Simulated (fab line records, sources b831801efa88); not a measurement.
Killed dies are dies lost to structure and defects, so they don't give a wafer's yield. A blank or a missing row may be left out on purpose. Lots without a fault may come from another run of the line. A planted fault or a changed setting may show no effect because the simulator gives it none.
Problem report in the 8D (eight disciplines) form, filled by code | flow gf180mcu | the parts of the form that need people (team, actions taken, sign-off) are left out

1. THE PROBLEM
heater_power_total_W at GF_VT_IMPLANT_SOFTBAKE_03 reads a mean of 60.97 W on 3 wafers of 3 lots; wafers without a fault read 56.60 W with a standard deviation of 0.047. That is +93 standard deviations from the usual mean.
The step: time 60 s.
First seen on wafer L216.4, day 7 16:25, on litho_track-02. The record holds 42 wafers of 15 lots with a number at this step. Rule for "out", or "out of limits": more than 4 standard deviations from the usual mean. The other wafers with a number count as sound.

2. WHAT IT IS AND WHAT IT IS NOT
question                    | is                                 | is not
which readings at this step | heater_power_total_W, run_length_s | -
which lots                  | L216, L217, L220                   | L206, L207, L208, L210, L212, L213, L214, L225, L226, L227, L228, L229
which wafers of those lots  | L216.4, L217.3, L220.3             | L216.5, L217.6, L220.5
read on which tools         | litho_track-02                     | litho_track-01, litho_track-04
when                        | from day 7 16:25                   | up to then (22 sound wafers); but 17 sound wafers of L217, L220, L225, L226, L227, L228, L229 came after

3. SUSPECTS, AND WHAT RULES EACH OUT
Counting: a tool at a process step up to the reading stays a suspect if it ran every lot that is out. Sound lots after the first of them don't rule it out here, since some wafers of a struck lot are sound.
- litho_track-02 at GF_VT_IMPLANT_SOFTBAKE_03 (time 60 s): kept. It ran every lot that is out, first L216 (day 7 16:25); its last sound lot up to then is L214 (day 7 04:11). Its own readings are out on those wafers: heater_power_total_W, run_length_s.
Left after counting: litho_track-02 at GF_VT_IMPLANT_SOFTBAKE_03.

4. THE CAUSE (what the simulator had put in)
Process parameter drift: litho_track-02, from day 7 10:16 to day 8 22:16, at GF_VT_IMPLANT_SOFTBAKE_03. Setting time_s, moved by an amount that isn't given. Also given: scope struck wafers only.
Counting left only this tool.

5. THE CHAIN OF EFFECTS, in route order
Each row: a reading whose mean over the struck wafers that have a number lies more than 3 standard deviations from the usual. Only readings for which the record gives a usual standard deviation are gone through. hours: the time from each lot's start at the first step in this table that gives one to its start at this step, as a median over the lots. sigmas: the change in usual standard deviations.
hours | step                      | reading              | usual   | on struck wafers | change | sigmas
0     | GF_VT_IMPLANT_SOFTBAKE_03 | heater_power_total_W | 56.60 W | 60.97            | +4.37  | +93
0     | GF_VT_IMPLANT_SOFTBAKE_03 | run_length_s         | 88.87 s | 76.67            | -12.20 | -87
The process steps in it:
- GF_VT_IMPLANT_SOFTBAKE_03: time 60 s.
Later measuring or inspecting steps at which every struck wafer that the step has a row for has a number for every such reading, and none has moved that far: GF_DUAL_GATE_THK_MEAS_03, GF_POLY_GATE_CD_MEAS_18.

6. WHAT WOULD HAVE CAUGHT IT SOONER
In this record the first reading out of limits was taken at day 7 16:25, 6 hours after the fault began at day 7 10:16.
